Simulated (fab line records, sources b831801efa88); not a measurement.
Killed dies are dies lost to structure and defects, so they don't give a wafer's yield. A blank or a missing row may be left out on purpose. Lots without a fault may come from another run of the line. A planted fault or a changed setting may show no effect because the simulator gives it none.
Chamber matching | flow sky130 | SKY_VIA2_CMP_02 on cmp-01: 4 sister chambers
The step polishes SiO2. 20 wafers are shown with their chamber, then 10 later ones without.

WAFERS WITH THEIR CHAMBER
wafer  | chamber | motor_current_A (A)
L500.1 | 0       | 10.1
L500.2 | 2       | 11.1
L500.3 | 1       | 12.3
L502.1 | 3       | 13.5
L502.4 | 2       | 11.1
L502.5 | 2       | 11.2
L505.2 | 2       | 11.7
L505.3 | 0       | 10.1
L505.5 | 3       | 13.6
L507.3 | 1       | 13.3
L507.5 | 1       | 12.1
L507.6 | 0       | 9.9
L508.1 | 2       | 11.3
L508.2 | 1       | 12.1
L508.6 | 1       | 12.7
L514.1 | 0       | 10.5
L514.2 | 3       | 13.7
L514.6 | 0       | 10.8
L516.2 | 2       | 11.5
L516.4 | 3       | 12.2

SIGNATURES (means of the wafers above)
reading         | chamber 0 | chamber 1 | chamber 2 | chamber 3 | scatter within a chamber
motor_current_A | 10.280    | 12.500    | 11.317    | 13.250    | 0.457
Rule: a wafer's distance from a chamber is the root of the sum, over the readings, of the square of ((its reading less the chamber's mean) divided by the reading's scatter). The wafer belongs to the nearest chamber; if the next one is less than 2 further off, it can't be placed. The scatter: the root of (the sum of the squares of (reading less its chamber's mean) over the shown wafers, divided by (wafers less chambers)).

WAFERS WITHOUT THEIR CHAMBER
wafer  | motor_current_A (A)
L516.6 | 10.6
L517.2 | 11.4
L517.3 | 13.1
L517.5 | 9.9
L521.1 | 13.2
L521.3 | 10.7
L521.5 | 10.6
L522.1 | 11.3
L522.2 | 12.8
L522.6 | 12.9

WHICH CHAMBER EACH WENT THROUGH
wafer  | from the rows above     | in truth
L516.6 | can't be placed: 0 or 2 | 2
L517.2 | 2                       | 2
L517.3 | can't be placed: 3 or 1 | 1
L517.5 | 0                       | 0
L521.1 | can't be placed: 3 or 1 | 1
L521.3 | can't be placed: 0 or 2 | 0
L521.5 | can't be placed: 0 or 2 | 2
L522.1 | 2                       | 2
L522.2 | can't be placed: 1 or 3 | 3
L522.6 | can't be placed: 3 or 1 | 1
Placed correctly: 3 of 10. Can't be placed from these rows: 7 (the true chamber is among the candidates in 7). Placed wrongly: 0.
